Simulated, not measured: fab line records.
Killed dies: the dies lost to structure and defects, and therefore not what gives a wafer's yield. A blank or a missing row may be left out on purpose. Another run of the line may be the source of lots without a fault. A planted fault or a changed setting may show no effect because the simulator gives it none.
The tool behind it: which one? :: flow gf180mcu :: Sampling: 6 lots, 17 wafers, 3 of 602 route steps

== WHAT EACH GAUGE READ, for each wafer ==
GF_V5_RS_MEAS_24: the measuring method here is four-point-probe.
lot: L552
measured: day 28 11:11
on: filmMetro-04
V5_W_RS (ohm/sq): 0.334 0.327 0.328

lot: L554
measured: day 28 21:31
on: filmMetro-03
V5_W_RS (ohm/sq): 0.327 0.321 0.328

lot: L560
measured: day 30 17:38
on: filmMetro-04
V5_W_RS (ohm/sq): 0.329 0.329 0.329

lot: L564
measured: day 31 20:44
on: filmMetro-03
V5_W_RS (ohm/sq): 0.327 0.326

lot: L566
measured: day 32 09:01
on: filmMetro-04
V5_W_RS (ohm/sq): 0.332 0.330 0.333

lot: L570
measured: day 33 08:41
on: filmMetro-04
V5_W_RS (ohm/sq): 0.325 0.329 0.331

== WHICH TOOL RAN EACH LOT (tool, then ch and the chambers of the sampled wafers, then the start) ==
lot: L552
GF_V5_ETCH_17: rieDiel-02 ch 1,3, day 28 10:19 or earlier
GF_V5_STRIP_18: plasmaAsher-04 ch 0,1, day 28 10:19

lot: L554
GF_V5_ETCH_17: rieDiel-03 ch 0,2, day 28 20:44 or earlier
GF_V5_STRIP_18: plasmaAsher-04 ch 1, day 28 20:44

lot: L560
GF_V5_ETCH_17: rieDiel-01 ch 1,3, day 30 16:47 or earlier
GF_V5_STRIP_18: plasmaAsher-04 ch 0,1, day 30 16:47

lot: L564
GF_V5_ETCH_17: rieDiel-01 ch 0,1, day 31 19:57 or earlier
GF_V5_STRIP_18: plasmaAsher-01 ch 0,1, day 31 19:57

lot: L566
GF_V5_ETCH_17: rieDiel-01 ch 1,2, day 32 08:16 or earlier
GF_V5_STRIP_18: plasmaAsher-04 ch 0,1, day 32 08:16

lot: L570
GF_V5_ETCH_17: rieDiel-03 ch 2,3, day 33 07:56 or earlier
GF_V5_STRIP_18: plasmaAsher-04 ch 0,1, day 33 07:56
- GF_V5_ETCH_17: etches SiO2 in C4F8/O2/Ar, stops on TiN, target depth 855 nm.
- GF_V5_STRIP_18: strips in O2/N2.

== THE ANSWER, worked out from the rows above alone ==
Rule: the usual values come from the lots themselves. Put in order of their means at a reading, lots are off if they are a third of the lots or fewer, leave a main group of 4 or more, and stand apart from it by a gap of 3 or more times the standard deviation of the main group's means; of several such gaps the widest counts. A main group is skipped when, at the precision printed for the reading in the tables above, its means are all equal. Also off: a lot with no number at a reading for which 4 or more lots have one. Any other lot the step has rows for is counted as sound.
No lot is off at any reading shown: from this, nothing can be told.

== WHAT WAS PUT IN BY THE SIMULATOR ==
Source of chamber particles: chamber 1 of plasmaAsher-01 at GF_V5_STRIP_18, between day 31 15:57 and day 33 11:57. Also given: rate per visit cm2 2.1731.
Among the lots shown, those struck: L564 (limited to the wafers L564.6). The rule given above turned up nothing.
